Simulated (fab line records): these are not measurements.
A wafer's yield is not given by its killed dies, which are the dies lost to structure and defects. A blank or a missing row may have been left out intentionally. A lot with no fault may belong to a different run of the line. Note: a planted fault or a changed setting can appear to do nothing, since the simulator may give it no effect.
Matching of chambers + flow sky130 + SKY_VIA2_CMP_02 on cmp-01: 4 sister chambers
The step polishes SiO2. 14 wafers are shown with their chamber, then 6 later ones without.

== WAFERS WITH THEIR CHAMBER ==
| wafer  | chamber | motorCurrentA (A) | slurryFlowMlMin |
|--------|---------|-------------------|-----------------|
| L714.3 | 1       | 12.6              | 149.9           |
| L714.5 | 3       | 13.9              | 150.1           |
| L714.6 | 0       | 12.6              | 150.8           |
| L715.1 | 0       | 12.4              | 150.2           |
| L715.2 | 2       | 13.1              | 150.5           |
| L715.5 | 3       | 12.9              | 150.1           |
| L716.2 | 3       | 13.6              | 150.0           |
| L716.4 | 1       | 12.5              | 150.0           |
| L716.6 | 2       | 12.7              | 150.1           |
| L719.1 | 2       | 13.3              | 150.2           |
| L719.4 | 0       | 12.5              | 149.7           |
| L726.2 | 1       | 12.9              | 149.9           |
| L726.3 | 3       | 13.3              | 150.0           |
| L726.4 | 0       | 12.5              | 149.5           |

SIGNATURES (means of the wafers above)
| reading         | chamber 0 | chamber 1 | chamber 2 | chamber 3 | scatter within a chamber |
|-----------------|-----------|-----------|-----------|-----------|--------------------------|
| motorCurrentA   | 12.500    | 12.667    | 13.033    | 13.425    | 0.29                     |
| slurryFlowMlMin | 150.050   | 149.933   | 150.267   | 150.050   | 0.334                    |
Rule: a wafer's distance from a chamber is the root of the sum, over the readings, of the square of ((its reading less the chamber's mean) divided by the reading's scatter). The wafer belongs to the nearest chamber; if the next one is less than 2 further off, it can't be placed. How the scatter is found: for the shown wafers, subtract from each reading the mean of its chamber, square and add these, divide the total by (wafers less chambers), then take the root.

== WAFERS WHOSE CHAMBER IS MISSING ==
| wafer  | motorCurrentA (A) | slurryFlowMlMin |
|--------|-------------------|-----------------|
| L728.3 | 13.4              | 149.9           |
| L728.4 | 12.7              | 150.5           |
| L728.5 | 12.2              | 150.9           |
| L727.3 | 13.2              | 150.5           |
| L727.4 | 13.1              | 150.3           |
| L727.5 | 13.0              | 149.4           |

== WHICH CHAMBER EACH ONE RAN IN ==
| wafer  | from the rows above               | in truth |
|--------|-----------------------------------|----------|
| L728.3 | can't be placed: 3 or 2           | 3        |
| L728.4 | can't be placed: 2 or 0 or 1 or 3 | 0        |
| L728.5 | can't be placed: 0 or 1 or 2      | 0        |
| L727.3 | can't be placed: 2 or 3 or 1 or 0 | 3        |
| L727.4 | can't be placed: 2 or 3 or 1 or 0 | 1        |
| L727.5 | can't be placed: 1 or 3 or 2 or 0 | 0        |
Correct placement for 0 of the 6. Can't be placed from these rows: 6 (the true chamber is among the candidates in 6). Number placed wrongly: 0.
